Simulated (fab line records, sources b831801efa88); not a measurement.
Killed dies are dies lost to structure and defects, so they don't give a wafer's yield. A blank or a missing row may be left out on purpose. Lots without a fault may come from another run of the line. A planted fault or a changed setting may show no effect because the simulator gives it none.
Which tool did it? | flow gf180mcu | 7 lots, 21 wafers sampled, at 4 steps of a route of 602

WHAT THE GAUGES READ, wafer by wafer
GF_PASSIVATION_BOW_MEAS_14.
lot  | measured     | on            | PASSIVATION_BOW (um)
L929 | day 30 06:47 | film_metro-02 | 114 124 120
L932 | day 31 03:32 | film_metro-01 | 147 137 157
L939 | day 32 22:49 | film_metro-02 | 124 112 126
L941 | day 33 12:16 | film_metro-01 | 132 124 128
L943 | day 33 19:50 | film_metro-02 | 125 125 109
L945 | day 34 08:02 | film_metro-03 | 145 139 148
L947 | day 34 15:52 | film_metro-01 | 136 139 131

WHICH TOOL RAN EACH LOT (tool, then ch and the chambers of the sampled wafers, then the start)
lot  | GF_V5_STRIP_18                       | GF_V5_SPUTTER_21             | GF_PASSIVATION_DEVELOP_10
L929 | plasma_asher-04 ch 0,1, day 28 10:52 | pvd_sputter-01, day 28 11:43 | litho_track-02 ch 0, day 30 04:00
L932 | plasma_asher-03 ch 0, day 29 10:08   | pvd_sputter-02, day 29 10:40 | litho_track-01 ch 0, day 31 01:00
L939 | plasma_asher-04 ch 0,1, day 31 08:51 | pvd_sputter-01, day 31 09:23 | litho_track-01, day 32 20:00
L941 | plasma_asher-04 ch 0,1, day 31 23:47 | pvd_sputter-02, day 32 00:22 | litho_track-01 ch 0, day 33 10:00
L943 | plasma_asher-03 ch 0, day 32 07:08   | pvd_sputter-04, day 32 07:47 | litho_track-01 ch 0, day 33 17:00
L945 | plasma_asher-03 ch 0,1, day 32 21:05 | pvd_sputter-02, day 32 21:40 | litho_track-02 ch 0, day 34 06:00
L947 | plasma_asher-01 ch 0,1, day 33 04:47 | pvd_sputter-04, day 33 05:25 | litho_track-03 ch 0, day 34 13:00
- GF_V5_STRIP_18: strips in O2/N2.
- GF_V5_SPUTTER_21: material Ti, target thk 15 nm, time 80.02 s.
- GF_PASSIVATION_DEVELOP_10: develop time 60 s.

THE ANSWER, worked out from the rows above alone
Rule: what is usual is taken from the lots themselves. Put in order of their means at a reading, lots are off if they are a third of the lots or fewer, leave a main group of 4 or more, and stand apart from it by a gap of 3 or more times the standard deviation of the main group's means; of several such gaps the widest counts. A main group whose means are all the same, to the digits that the tables above print for the reading, isn't used. A lot without any number at a reading at which 4 lots or more have one is off too. The other lots that the step has rows for count as sound.
No lot is off at any reading shown: from this, nothing can be told.

WHAT THE SIMULATOR HAD PUT IN
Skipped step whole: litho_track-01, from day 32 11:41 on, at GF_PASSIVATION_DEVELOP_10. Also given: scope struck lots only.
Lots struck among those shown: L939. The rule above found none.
